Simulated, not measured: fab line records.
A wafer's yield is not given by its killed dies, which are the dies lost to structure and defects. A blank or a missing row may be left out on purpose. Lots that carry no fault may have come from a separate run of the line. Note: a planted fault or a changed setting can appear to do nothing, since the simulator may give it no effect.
Struck lot and sound lot, side by side / flow gf180mcu / 24 steps out of a route of 602
Sound: wafers L625.4, L625.5, L625.6. Wafers struck: L633.1, L633.2, L633.5. The cause is given at the end.
Order at every step that has rows: each side's tool, ch and its chambers, its first start. Under that, the readings that differ: sound wafers / struck wafers / difference of the means / sigmas: that difference in standard deviations of wafers without a fault.
alike: readings whose means differ by less than 2 such deviations, and words and numbers that are the same on both sides. not compared: withheld readings, readings that some wafer has no value for, bounds like >300 that may hide the same value, and numbers for which the record gives no deviation and whose values overlap.
The two part at a step that has a row with sigmas, a row that says differs or no value, or rows on one side only. Non-overlapping numbers with no deviation appear without sigmas and do not part them. A reading that every wafer of one side lacks parts them only if that side has two wafers or more.

GF_M5_STRIP_11: strips in O2/N2.
  sound on plasma_asher-01 ch 0,1, day 26 12:46; struck on plasma_asher-04 ch 0,1, day 29 07:18
  alike: drypump_motor_current_A, heater_power_w, n2_flow_sccm, oes_product_au, platen_temp_c, strip_time_to_endpoint_s
  not compared: rf_hours_counter_h
then, 3 steps without rows for these wafers: GF_M5_STRIP_12 (strips in post etch residue remover, time 1200 s); GF_M5_CLEAN_13 (cleans in DIW); GF_V5_CVD_00 (deposits SiO2, target thk 300 nm, time 50 s).
GF_V5_THK_MEAS_01:
  sound: film_metro-01 at day 26 13:21; struck: film_metro-01 at day 29 07:55
  alike: V5_CVD_00_THK
GF_V5_CVD_02: deposits SiO2 from TEOS, target thk 1450 nm, time 163.28 s.
  sound on pecvd-02 ch 0,1,2, day 26 13:26; struck on pecvd-03 ch 0,2, day 29 07:58
  alike: heater_power_w, rf_fwd_power_W
GF_V5_THK_MEAS_03:
  sound: film_metro-02 at day 26 13:31; struck: film_metro-02 at day 29 08:05
  alike: V5_CVD_02_THK
GF_V5_CMP_04: polishes SiO2.
  sound on cmp-01 ch 0,2,3, day 26 13:41; struck on cmp-01 ch 1,2, day 29 08:08
  alike: head_pressure_psi, motor_current_A, retaining_ring_pressure_frac, slurry_filter_dp_kPa
GF_V5_BOW_MEAS_05:
  sound: film_metro-04 at day 26 13:54; struck: film_metro-04 at day 29 08:26
  alike: V5_BOW
then, 3 steps without rows for these wafers: GF_V5_DEHYDRATE_06 (time 60 s); GF_V5_HMDS_07 (prime time 60 s); GF_V5_COAT_08.
GF_V5_COAT_09: resist thk 1000 nm.
  sound on litho_track-03 ch 0, day 27 00:00; struck on litho_track-03 ch 0, day 29 17:00
reading=model.KrF_of_V5_COAT_09.thk_nm (nm); sound=1001 1002 1001; struck=1081 1083 1081; difference=+80; sigmas=
then, 2 steps without rows for these wafers: GF_V5_SOFTBAKE_10 (time 60 s); GF_V5_EXPOSE_11 (exposes mask Via5, target cd 260 nm).
GF_V5_PEB_12: peb time 92.22 s.
  sound: litho_track-03 ch 0; struck: litho_track-01 ch 0
  alike: plate_sensor_t_centre_C, plate_sensor_t_edge_C
GF_V5_DEVELOP_13: develop time 60 s.
  sound on litho_track-03 ch 0, day 27 10:59; struck on litho_track-01 ch 0, day 30 02:52
reading=model.KrF_of_V5_COAT_09.thk_nm (nm); sound=985.7 986.6 986.5; struck=1067 1068 1066; difference=+81; sigmas=
GF_V5_CD_MEAS_14: target cd 260 nm.
  sound: cd_sem-02 at day 27 11:08; struck: cd_sem-02 at day 30 03:01
reading=cd_nm (nm); sound=260.2 260.6 261.5; struck=255.4 255.6 254.6; difference=-5.6; sigmas=-5
GF_V5_OVL_MEAS_15:
  sound: overlay-01 at day 27 11:13; struck: overlay-02 at day 30 03:08
  alike: V5_OVL
GF_V5_ETCH_16: etches BARC in N2/H2.
  sound on rie_diel-01 ch 0,1, day 27 11:13; struck on rie_diel-01 ch 0,2, day 30 03:10
reading=model.V5.cd_nm (nm); sound=260 261.1 261.1; struck=255.7 253.9 254.5; difference=-6.0; sigmas=
  alike: drypump_motor_current_A, n2_flow_sccm, oes_product_au, rf_fwd_power_W, throttle_valve_pct
GF_V5_ETCH_17: etches SiO2 in C4F8/O2/Ar, stops on TiN, target depth 855 nm.
  sound: rie_diel-01 ch 0,1; struck: rie_diel-01 ch 0,2
reading=model.V5.cd_nm (nm); sound=259.3 260 260.4; struck=256.2 253.8 255; difference=-4.9; sigmas=
  alike: oes_product_au, rf_fwd_power_W
GF_V5_STRIP_18: strips in O2/N2.
  sound on plasma_asher-01 ch 0,1, day 27 11:25; struck on plasma_asher-04 ch 0,1, day 30 03:19
reading=oes_product_au (a.u.); sound=0.563 0.575 0.577; struck=0.614 0.601 0.600; difference=+0.033; sigmas=+6
  alike: drypump_motor_current_A, heater_power_w, n2_flow_sccm, platen_temp_c
  not compared: rf_hours_counter_h
then, 1 step without rows for these wafers: GF_V5_STRIP_19 (strips in post etch residue remover, time 1200 s).
GF_PASSIVATION_PROBE_99:
  rows exist in the record for the struck wafers here (prober-02, day 31 20:01), but not for the sound ones

== WHERE THEY PART ==
First at GF_V5_CD_MEAS_14; last, within this record, at GF_PASSIVATION_PROBE_99.

WHY: what the simulator had put in
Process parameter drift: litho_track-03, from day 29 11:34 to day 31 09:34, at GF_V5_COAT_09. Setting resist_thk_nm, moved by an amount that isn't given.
